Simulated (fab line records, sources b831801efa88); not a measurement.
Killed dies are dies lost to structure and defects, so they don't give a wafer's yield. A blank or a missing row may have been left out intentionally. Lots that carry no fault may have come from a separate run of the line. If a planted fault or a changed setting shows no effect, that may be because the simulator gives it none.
Tool commonality check | flow gf180mcu | 36 wafers sampled across 12 lots

## THE REASON FOR OPENING IT
At GF_PSD_RS_MEAS_14 the reading NSD_RS is flagged on 2 of 12 lots. Wafers without a fault read 46.11 ohm/sq, standard deviation 0.12.
Rule: a lot is flagged when every wafer of it that has a number lies more than 4 standard deviations from that mean, or none has a number. All remaining lots are regarded as sound.

lot  | measured     | on            | NSD_RS (ohm/sq), wafer by wafer | flag
L163 | day 14 04:30 | film_metro-03 | 46.11 46.28 46.22               |
L165 | day 14 16:51 | film_metro-03 | 46.11 46.06 46.08               |
L166 | day 15 04:49 | film_metro-03 | 46.19 46.31 46.19               |
L167 | day 15 14:09 | film_metro-03 | 46.16 46.27 46.03               |
L168 | day 15 17:53 | film_metro-01 | 46.08 46.16 46.02               |
L171 | day 16 20:09 | film_metro-01 | 46.01 45.92 46.06               |
L172 | day 17 08:36 | film_metro-03 | 46.20 46.21 46.22               |
L180 | day 20 05:09 | film_metro-02 | 51.54 51.43 51.41               | FLAGGED
L181 | day 20 13:06 | film_metro-03 | 51.29 51.49 51.15               | FLAGGED
L184 | day 21 15:48 | film_metro-03 | 45.96 46.14 46.20               |
L185 | day 21 20:03 | film_metro-01 | 45.90 45.93 45.86               |
L186 | day 22 04:22 | film_metro-01 | 45.96 46.02 45.97               |
The numbers of the flagged lots are 51.38 ohm/sq on average: +5.27 ohm/sq against the usual, or +44 standard deviations.

## LOT BY LOT: THE TOOL USED
2 process steps preceding the reading are held in the record, out of 602 steps in the route. Each cell gives the tool, then ch followed by the chambers the sampled wafers passed through, then the start.
lot  | flag    | GF_NSD_IMPLANT_09               | GF_NSD_STRIP_11
L163 |         | implanter-04 ch 0, day 13 07:58 | plasma_asher-01 ch 0,1, day 13 08:16
L165 |         | implanter-04 ch 0, day 13 18:58 | plasma_asher-02 ch 0,1, day 13 19:16
L166 |         | implanter-02 ch 0, day 14 07:29 | plasma_asher-04 ch 0,1, day 14 07:46
L167 |         | implanter-01 ch 0, day 14 15:49 | plasma_asher-04 ch 0,1, day 14 16:07
L168 |         | implanter-04 ch 0, day 14 19:46 | plasma_asher-01 ch 0,1, day 14 20:02
L171 |         | implanter-02 ch 0, day 15 20:49 | plasma_asher-04 ch 0,1, day 15 21:07
L172 |         | implanter-04 ch 0, day 16 08:55 | plasma_asher-04 ch 0,1, day 16 09:13
L180 | FLAGGED | implanter-02 ch 0, day 19 04:15 | plasma_asher-04 ch 0,1, day 19 04:33
L181 | FLAGGED | implanter-02 ch 0, day 19 12:46 | plasma_asher-04 ch 0,1, day 19 13:04
L184 |         | implanter-04 ch 0, day 20 15:19 | plasma_asher-04 ch 0, day 20 15:37
L185 |         | implanter-04 ch 0, day 20 19:54 | plasma_asher-01 ch 0,1, day 20 20:12
L186 |         | implanter-04 ch 0, day 21 04:05 | plasma_asher-04 ch 0,1, day 21 04:20
What these steps do:
- GF_NSD_IMPLANT_09
- GF_NSD_STRIP_11: strips in O2/N2.
- GF_PSD_RS_MEAS_14: measures by four-point-probe.

## FLAGGED AGAINST TOTAL, ONE TOOL AT A TIME (gauges that did the reading follow at the end)
step              | tool            | lots run | flagged | share of the flagged lots | sound lots run after its first flagged lot
GF_NSD_IMPLANT_09 | implanter-01    | 1        | 0       | none                      | -
GF_NSD_IMPLANT_09 | implanter-02    | 4        | 2       | all                       | 0
GF_NSD_IMPLANT_09 | implanter-04    | 7        | 0       | none                      | -
GF_NSD_STRIP_11   | plasma_asher-01 | 3        | 0       | none                      | -
GF_NSD_STRIP_11   | plasma_asher-02 | 1        | 0       | none                      | -
GF_NSD_STRIP_11   | plasma_asher-04 | 8        | 2       | all                       | 2 (L184,L186)
GF_PSD_RS_MEAS_14 | film_metro-01   | 4        | 0       | none                      | -
GF_PSD_RS_MEAS_14 | film_metro-02   | 1        | 1       | some                      | 0
GF_PSD_RS_MEAS_14 | film_metro-03   | 7        | 1       | some                      | 1 (L184)

## THE TABLE: WHAT IT ALLOWS
Rows of the table that ran all the flagged lots, 2 in number: implanter-02 at GF_NSD_IMPLANT_09; plasma_asher-04 at GF_NSD_STRIP_11.
- implanter-02 at GF_NSD_IMPLANT_09: 2 of its 4 lots flagged. A fault beginning between L171 (day 15 20:49), its last sound lot, and L180 (day 19 04:15), its first flagged one, fits the data. Its own readings lie more than 4 standard deviations out on every wafer of the flagged lots: beam_on_s, dose_ions_cm2.
- plasma_asher-04 at GF_NSD_STRIP_11: 2 of its 8 lots flagged. Sound lots followed the first flagged one (L184, L186) on it, something a lasting fault affecting the whole tool could not allow. Its own readings lie more than 4 standard deviations out on every wafer of the flagged lots: oes_product_au, strip_time_to_endpoint_s.
Just one tool remains: implanter-02 at GF_NSD_IMPLANT_09.

## WHAT THE SIMULATOR HAD PUT IN
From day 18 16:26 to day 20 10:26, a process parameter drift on implanter-02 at GF_NSD_IMPLANT_09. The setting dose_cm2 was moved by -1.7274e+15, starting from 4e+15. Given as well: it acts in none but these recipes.
Lots struck among those shown: L180, L181. This agrees with what the rule above found.
